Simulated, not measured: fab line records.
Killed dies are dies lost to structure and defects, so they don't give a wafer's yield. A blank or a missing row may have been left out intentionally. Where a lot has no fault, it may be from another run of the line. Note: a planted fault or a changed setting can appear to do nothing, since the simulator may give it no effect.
Shared-tool check || flow gf180mcu || Lots sampled 11, wafers sampled 33

## WHY THIS WAS OPENED
3 of 11 lots carry a flag on the reading MIM_ALCU_RS at GF_MIM_RS_MEAS_10. Fault-free wafers read 0.1611 ohm/sq, with a standard deviation of 0.0016.
Rule: a lot gets a flag if all its wafers with a number sit over 4 standard deviations from that mean, or if no wafer of it has a number. The rest of the lots are taken to be sound.

{"lot": "L433", "measured": "day 24 11:52", "on": "film_metro-02", "MIM_ALCU_RS (ohm/sq), wafer by wafer": "0.1639 0.1647 0.1642", "flag": ""}
{"lot": "L438", "measured": "day 26 01:35", "on": "film_metro-03", "MIM_ALCU_RS (ohm/sq), wafer by wafer": "0.1182 0.1194 0.1190", "flag": "FLAGGED"}
{"lot": "L439", "measured": "day 26 09:58", "on": "film_metro-01", "MIM_ALCU_RS (ohm/sq), wafer by wafer": "0.1186 0.1191 0.1186", "flag": "FLAGGED"}
{"lot": "L440", "measured": "day 26 17:02", "on": "film_metro-02", "MIM_ALCU_RS (ohm/sq), wafer by wafer": "0.1193 0.1189 0.1191", "flag": "FLAGGED"}
{"lot": "L449", "measured": "day 29 22:11", "on": "film_metro-01", "MIM_ALCU_RS (ohm/sq), wafer by wafer": "0.1600 0.1602 0.1599", "flag": ""}
{"lot": "L451", "measured": "day 30 01:34", "on": "film_metro-01", "MIM_ALCU_RS (ohm/sq), wafer by wafer": "0.1602 0.1629 0.1621", "flag": ""}
{"lot": "L452", "measured": "day 30 09:14", "on": "film_metro-01", "MIM_ALCU_RS (ohm/sq), wafer by wafer": "0.1631 0.1618 0.1619", "flag": ""}
{"lot": "L453", "measured": "day 30 18:56", "on": "film_metro-03", "MIM_ALCU_RS (ohm/sq), wafer by wafer": "0.1600 0.1613 0.1609", "flag": ""}
{"lot": "L454", "measured": "day 30 22:46", "on": "film_metro-03", "MIM_ALCU_RS (ohm/sq), wafer by wafer": "0.1602 0.1600 0.1605", "flag": ""}
{"lot": "L455", "measured": "day 31 05:49", "on": "film_metro-03", "MIM_ALCU_RS (ohm/sq), wafer by wafer": "0.1622 0.1618 0.1619", "flag": ""}
{"lot": "L456", "measured": "day 31 14:28", "on": "film_metro-03", "MIM_ALCU_RS (ohm/sq), wafer by wafer": "0.1620 0.1598 0.1631", "flag": ""}
On average the flagged lots' numbers are 0.1189 ohm/sq, which is -0.0422 ohm/sq against the usual, or -26 standard deviations.

## WHICH TOOL EACH LOT WENT THROUGH
Before the reading, the record contains 3 process steps out of a 602-step route. Cell contents, in order: the tool; ch with the chambers the sampled wafers went through; the start.
{"lot": "L433", "flag": "", "GF_M3_SPUTTER_02": "pvd_sputter-03, day 20 08:33", "GF_V3_ETCH_16": "rie_diel-04 ch 0,2,3, day 22 09:21", "GF_MIM_SPUTTER_08": "pvd_sputter-01, day 24 11:49"}
{"lot": "L438", "flag": "FLAGGED", "GF_M3_SPUTTER_02": "pvd_sputter-03, day 22 03:44", "GF_V3_ETCH_16": "rie_diel-03 ch 1,2, day 24 03:16", "GF_MIM_SPUTTER_08": "pvd_sputter-02, day 26 01:30"}
{"lot": "L439", "flag": "FLAGGED", "GF_M3_SPUTTER_02": "pvd_sputter-02, day 22 12:06", "GF_V3_ETCH_16": "rie_diel-04 ch 0,1,3, day 24 11:45", "GF_MIM_SPUTTER_08": "pvd_sputter-02, day 26 09:51"}
{"lot": "L440", "flag": "FLAGGED", "GF_M3_SPUTTER_02": "pvd_sputter-01, day 22 16:56", "GF_V3_ETCH_16": "rie_diel-02 ch 0,1, day 24 15:22", "GF_MIM_SPUTTER_08": "pvd_sputter-02, day 26 16:55"}
{"lot": "L449", "flag": "", "GF_M3_SPUTTER_02": "pvd_sputter-01, day 26 08:17", "GF_V3_ETCH_16": "rie_diel-03 ch 0,1,2, day 28 02:42", "GF_MIM_SPUTTER_08": "pvd_sputter-02, day 29 22:04"}
{"lot": "L451", "flag": "", "GF_M3_SPUTTER_02": "pvd_sputter-03, day 26 13:29", "GF_V3_ETCH_16": "rie_diel-03 ch 1,2,3, day 28 06:46", "GF_MIM_SPUTTER_08": "pvd_sputter-02, day 30 01:31"}
{"lot": "L452", "flag": "", "GF_M3_SPUTTER_02": "pvd_sputter-01, day 26 22:35", "GF_V3_ETCH_16": "rie_diel-03 ch 1,2,3, day 28 14:58", "GF_MIM_SPUTTER_08": "pvd_sputter-01, day 30 09:10"}
{"lot": "L453", "flag": "", "GF_M3_SPUTTER_02": "pvd_sputter-03, day 27 08:04", "GF_V3_ETCH_16": "rie_diel-02 ch 0,3, day 29 00:25", "GF_MIM_SPUTTER_08": "pvd_sputter-01, day 30 18:53"}
{"lot": "L454", "flag": "", "GF_M3_SPUTTER_02": "pvd_sputter-03, day 27 15:40", "GF_V3_ETCH_16": "rie_diel-02 ch 0,3, day 29 07:06", "GF_MIM_SPUTTER_08": "pvd_sputter-02, day 30 22:42"}
{"lot": "L455", "flag": "", "GF_M3_SPUTTER_02": "pvd_sputter-03, day 27 21:41", "GF_V3_ETCH_16": "rie_diel-03 ch 0,1,3, day 29 13:42", "GF_MIM_SPUTTER_08": "pvd_sputter-02, day 31 05:44"}
{"lot": "L456", "flag": "", "GF_M3_SPUTTER_02": "pvd_sputter-02, day 28 05:40", "GF_V3_ETCH_16": "rie_diel-02 ch 0,1,2, day 29 21:52", "GF_MIM_SPUTTER_08": "pvd_sputter-03, day 31 14:25"}
These steps, and what they do:
- GF_M3_SPUTTER_02: material AlCu, target thk 450 nm, time 23.9 s.
- GF_V3_ETCH_16: etches BARC in N2/H2.
- GF_MIM_SPUTTER_08: material AlCu, target thk 200 nm, time 10.6 s.
- GF_MIM_RS_MEAS_10: measures by four-point-probe.

## FLAGGED OVER TOTAL, TOOL BY TOOL (the gauges that took the reading come last)
{"step": "GF_M3_SPUTTER_02", "tool": "pvd_sputter-01", "lots run": 3, "flagged": 1, "share of the flagged lots": "some", "sound lots run after its first flagged lot": "2 (L449,L452)"}
{"step": "GF_M3_SPUTTER_02", "tool": "pvd_sputter-02", "lots run": 2, "flagged": 1, "share of the flagged lots": "some", "sound lots run after its first flagged lot": "1 (L456)"}
{"step": "GF_M3_SPUTTER_02", "tool": "pvd_sputter-03", "lots run": 6, "flagged": 1, "share of the flagged lots": "some", "sound lots run after its first flagged lot": "4 (L451,L453,L454,L455)"}
{"step": "GF_V3_ETCH_16", "tool": "rie_diel-02", "lots run": 4, "flagged": 1, "share of the flagged lots": "some", "sound lots run after its first flagged lot": "3 (L453,L454,L456)"}
{"step": "GF_V3_ETCH_16", "tool": "rie_diel-03", "lots run": 5, "flagged": 1, "share of the flagged lots": "some", "sound lots run after its first flagged lot": "4 (L449,L451,L452,L455)"}
{"step": "GF_V3_ETCH_16", "tool": "rie_diel-04", "lots run": 2, "flagged": 1, "share of the flagged lots": "some", "sound lots run after its first flagged lot": 0}
{"step": "GF_MIM_SPUTTER_08", "tool": "pvd_sputter-01", "lots run": 3, "flagged": 0, "share of the flagged lots": "none", "sound lots run after its first flagged lot": "-"}
{"step": "GF_MIM_SPUTTER_08", "tool": "pvd_sputter-02", "lots run": 7, "flagged": 3, "share of the flagged lots": "all", "sound lots run after its first flagged lot": "4 (L449,L451,L454,L455)"}
{"step": "GF_MIM_SPUTTER_08", "tool": "pvd_sputter-03", "lots run": 1, "flagged": 0, "share of the flagged lots": "none", "sound lots run after its first flagged lot": "-"}
{"step": "GF_MIM_RS_MEAS_10", "tool": "film_metro-01", "lots run": 4, "flagged": 1, "share of the flagged lots": "some", "sound lots run after its first flagged lot": "3 (L449,L451,L452)"}
{"step": "GF_MIM_RS_MEAS_10", "tool": "film_metro-02", "lots run": 2, "flagged": 1, "share of the flagged lots": "some", "sound lots run after its first flagged lot": 0}
{"step": "GF_MIM_RS_MEAS_10", "tool": "film_metro-03", "lots run": 5, "flagged": 1, "share of the flagged lots": "some", "sound lots run after its first flagged lot": "4 (L453,L454,L455,L456)"}

## WHAT IS ALLOWED BY THE TABLE
In the table, 1 row covers all flagged lots: pvd_sputter-02 at GF_MIM_SPUTTER_08.
- pvd_sputter-02 at GF_MIM_SPUTTER_08 ran 7 lots, 3 of them flagged. After the first flagged lot (L449, L451, L454, L455), sound lots still ran on it; a lasting fault on the whole tool would not permit that. Its own readings (cathode_dc_power_W) fall more than 4 standard deviations out on all wafers of the flagged lots.
None of the table's rows ran every flagged lot and, after the first, no sound lot.

## WHAT WAS PUT IN BY THE SIMULATOR
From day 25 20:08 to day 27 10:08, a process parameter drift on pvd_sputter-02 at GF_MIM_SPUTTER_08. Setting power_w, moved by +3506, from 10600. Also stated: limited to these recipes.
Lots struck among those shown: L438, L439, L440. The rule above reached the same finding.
